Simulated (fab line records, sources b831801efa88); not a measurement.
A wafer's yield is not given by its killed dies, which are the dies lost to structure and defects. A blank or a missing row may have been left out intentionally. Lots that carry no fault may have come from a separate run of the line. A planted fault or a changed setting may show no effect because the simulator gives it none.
A lot that was struck, set against a sound lot | flow sky130 | 32 out of 708 route steps
Sound: these wafers, L702.1, L702.2, L702.4. Wafers struck: L708.1, L708.2, L708.5. The cause comes at the end.
Each step with rows lists, per side, the tool, then ch with its chambers, then its first start. Under that, the readings that differ: sound wafers | struck wafers | difference of the means | sigmas: that difference in standard deviations of wafers without a fault.
alike: words and numbers the same on both sides, and readings whose means are apart by under 2 such deviations; not compared: readings that were withheld, readings missing a value for some wafer, numbers with overlapping values and no deviation given by the record, and bounds like >300 which may hide the same value.
Wherever a step has rows on one side only, a row that says differs or no value, or a row with sigmas, the two part there. Non-overlapping numbers with no deviation appear without sigmas and do not part them. A reading that every wafer of one side lacks parts them only if that side has two wafers or more.

first, 3 steps without rows for these wafers: SKY_CONTACT_STRIP_20 (strips in post etch residue remover, time 1200 s); SKY_CONTACT_CLEAN_21 (cleans in IPA, time 180 s); SKY_CONTACT_CLEAN_22 (cleans in O3/DIW).
SKY_CONTACT_SPUTTER_23: material TiN, target thk 20 nm, time 80 s.
  sound on pvd-sputter-01 at day 35 07:32; struck on pvd-sputter-02 at day 37 04:49
  alike: throttle-valve-pct
SKY_CONTACT_CVD_24: deposits W, target thk 340 nm, time 102.12 s.
  sound on cvd-w-01 ch 0,1, day 35 07:36; struck on cvd-w-02 ch 0,1, day 37 04:52
  alike: heater-power-w
SKY_CONTACT_RS_MEAS_25: measurement is done with a four-point probe.
  sound on film-metro-02 at day 35 07:43; struck on film-metro-02 at day 37 04:59
  alike: CONTACT_W_RS
SKY_CONTACT_THK_MEAS_26: measures by xrf.
  sound on film-metro-02 at day 35 07:50; struck on film-metro-02 at day 37 05:06
  alike: CONTACT_W_THK
SKY_CONTACT_CMP_27: polishes, stops on SiO2, t overpolish 15 s, target thk 0 nm.
  sound on cmp-02 ch 0,1,3, day 35 07:53; struck on cmp-02 ch 0,1, day 37 05:10
  alike: motor-current-A, overpolish-run-s, time-to-endpoint-s
SKY_METAL1_SPUTTER_00: material Ti, target thk 15 nm, time 10 s.
  sound on pvd-sputter-04 at day 35 08:11; struck on pvd-sputter-03 at day 37 05:28
  alike: throttle-valve-pct
then, 1 step without rows for these wafers: SKY_METAL1_SPUTTER_01 (material TiN, target thk 20 nm, time 16.7 s).
SKY_METAL1_SPUTTER_02: material AlCu, target thk 250 nm, time 13.3 s.
  sound on pvd-sputter-04 at day 35 08:14; struck on pvd-sputter-03 at day 37 05:31
  alike: throttle-valve-pct
then, 1 step without rows for these wafers: SKY_METAL1_SPUTTER_03 (material Ti, target thk 5 nm, time 3.3 s).
SKY_METAL1_SPUTTER_04: material TiN, target thk 70 nm, time 58.3 s.
  sound on pvd-sputter-04 at day 35 08:17; struck on pvd-sputter-03 at day 37 05:33
  reading                                    | sound             | struck            | difference | sigmas
  model.TiN_of_METAL1_SPUTTER_04.thk-nm (nm) | 68.62 70.19 69.25 | 81.56 82.25 79.53 | +11.76     |
  alike: throttle-valve-pct
SKY_METAL1_RS_MEAS_05: measurement is done with a four-point probe.
  sound on film-metro-01 at day 35 08:20; struck on film-metro-01 at day 37 05:36
  alike: METAL1_ALCU_RS
SKY_METAL1_THK_MEAS_06: measures by xrf.
  sound on film-metro-01 at day 35 08:27; struck on film-metro-01 at day 37 05:43
  alike: METAL1_ALCU_THK
then, 8 steps without rows for these wafers: SKY_METAL1_DEHYDRATE_07 (time 60 s); SKY_METAL1_HMDS_08 (prime time 60 s); SKY_METAL1_COAT_09 (resist thk 60 nm); SKY_METAL1_COAT_10 (resist thk 450 nm); SKY_METAL1_SOFTBAKE_11 (time 90 s); SKY_METAL1_EXPOSE_12 (exposes mask MM1, target cd 140 nm); SKY_METAL1_PEB_13; SKY_METAL1_DEVELOP_14 (develop time 60 s).
SKY_METAL1_CD_MEAS_15 targets a cd of 140 nm.
  sound on cd-sem-01 at day 36 09:41; struck on cd-sem-02 at day 38 07:01
  alike: cd-nm
SKY_METAL1_OVL_MEAS_16:
  sound on overlay-01 at day 36 09:48; struck on overlay-02 at day 38 07:08
  alike: METAL1_OVL
then, 4 steps without rows for these wafers: SKY_METAL1_DESCUM_17 (chemistry O2, time 8 s); SKY_METAL1_ETCH_18 (etches BARC in N2/H2, stops on SiO2, time 45.9 s, target depth 60 nm); SKY_METAL1_METAL_ETCH_19 (etches the open film in Cl2/BCl3, stops on SiO2, target depth 360 nm, time 78 s); SKY_METAL1_STRIP_20 (strips in O2/N2).
SKY_METAL1_STRIP_21: strips in post etch residue remover, time 1200 s.
  sound on wet-bench-02 ch 2, day 36 10:07; struck on wet-bench-02 ch 0, day 38 07:28
  reading                                    | sound            | struck            | difference | sigmas
  bath-guard-temp-C (C)                      | 72.3 72.2 72.6   | 71.1 71.2 71.4    | -1.1       | -2
  model.TiN_of_METAL1_SPUTTER_04.thk-nm (nm) | 68.2 69.76 68.82 | 81.15 81.84 79.11 | +11.77     |
then, 1 step without rows for these wafers: SKY_METAL1_CLEAN_22 (cleans in IPA, time 180 s).
-- the record jumps here: 12 days lie between the struck wafers' starts before and after (it left off in module METAL1 and takes up again in module PAD_OPEN, whose first step shown is number 708 of the route) --
SKY_PAD_OPEN_PROBE_99:
  sound on prober-01 at day 48 12:38; struck on prober-01 at day 49 21:46
  alike: defect-limited-yield, killed_at_M0_to_M3, killed_at_M4_up, killed-at-contacts, killed-at-front-end, killed-at-other, killed-dies, killed-open, killed-short

## WHERE THEY PART
Within this record, at SKY_METAL1_STRIP_21 only. Later steps at which nothing parts them and some readings are alike: SKY_PAD_OPEN_PROBE_99.

WHY: what the simulator had put in
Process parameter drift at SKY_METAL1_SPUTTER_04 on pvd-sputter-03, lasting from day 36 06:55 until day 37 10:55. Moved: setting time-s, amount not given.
